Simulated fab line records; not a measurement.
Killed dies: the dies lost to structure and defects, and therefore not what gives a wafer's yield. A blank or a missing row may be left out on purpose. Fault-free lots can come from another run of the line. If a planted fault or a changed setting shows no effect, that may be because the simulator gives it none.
Which tool is to blame? ; flow sky130 ; Sampling: 11 lots, 33 wafers, 2 of 708 route steps

## WHAT THE GAUGES SHOWED, per wafer
SKY_METAL3_CD_MEAS_13 targets a cd of 300 nm.
lot;measured;on;cd-nm (nm)
L456;day 40 10:27;cd-sem-02;299.4 299.4 300.8
L464;day 41 04:34;cd-sem-01;298.5 299.2 297.7
L465;day 41 06:24;cd-sem-01;299.3 300.9 299.4
L468;day 41 12:05;cd-sem-02;300.9 302.0 302.7
L467;day 41 12:46;cd-sem-02;304.0 301.2 303.7
L469;day 46 05:20;cd-sem-02;302.7 300.9 301.6
L471;day 46 20:58;cd-sem-02;301.9 301.3 300.9
L476;day 46 21:30;cd-sem-02;300.5 301.1 301.3
L478;day 46 23:58;cd-sem-01;299.3 300.4 298.9
L477;day 47 00:27;cd-sem-02;299.2 299.5 299.7
L474;day 47 01:15;cd-sem-01;301.9 302.1 300.7

## WHICH TOOL RAN EACH LOT (tool, then ch and the chambers of the sampled wafers, then the start)
lot;SKY_METAL3_SPUTTER_04
L456;pvd-sputter-01, day 38 06:30
L464;pvd-sputter-02, day 39 01:10
L465;pvd-sputter-03, day 39 03:50
L468;pvd-sputter-02, day 39 07:38
L467;pvd-sputter-03, day 39 08:25
L469;pvd-sputter-02, day 44 06:28
L471;pvd-sputter-02, day 44 23:49
L476;pvd-sputter-01, day 45 01:21
L478;pvd-sputter-02, day 45 03:53
L477;pvd-sputter-03, day 45 04:47
L474;pvd-sputter-03, day 45 05:29
- SKY_METAL3_SPUTTER_04: material TiN, target thk 70 nm, time 58.3 s.

## THE ANSWER, worked out from the rows above alone
Rule: the usual values come from the lots themselves. Put in order of their means at a reading, lots are off if they are a third of the lots or fewer, leave a main group of 4 or more, and stand apart from it by a gap of 3 or more times the standard deviation of the main group's means; of several such gaps the widest counts. If all means in a main group match to the digits the tables above print for the reading, that group is not used. Also off: a lot with no number at a reading for which 4 or more lots have one. Any other lot the step has rows for is counted as sound.
No lot is off on any of the readings shown, so nothing can be concluded from this.

## WHAT HAD BEEN PUT IN BY THE SIMULATOR
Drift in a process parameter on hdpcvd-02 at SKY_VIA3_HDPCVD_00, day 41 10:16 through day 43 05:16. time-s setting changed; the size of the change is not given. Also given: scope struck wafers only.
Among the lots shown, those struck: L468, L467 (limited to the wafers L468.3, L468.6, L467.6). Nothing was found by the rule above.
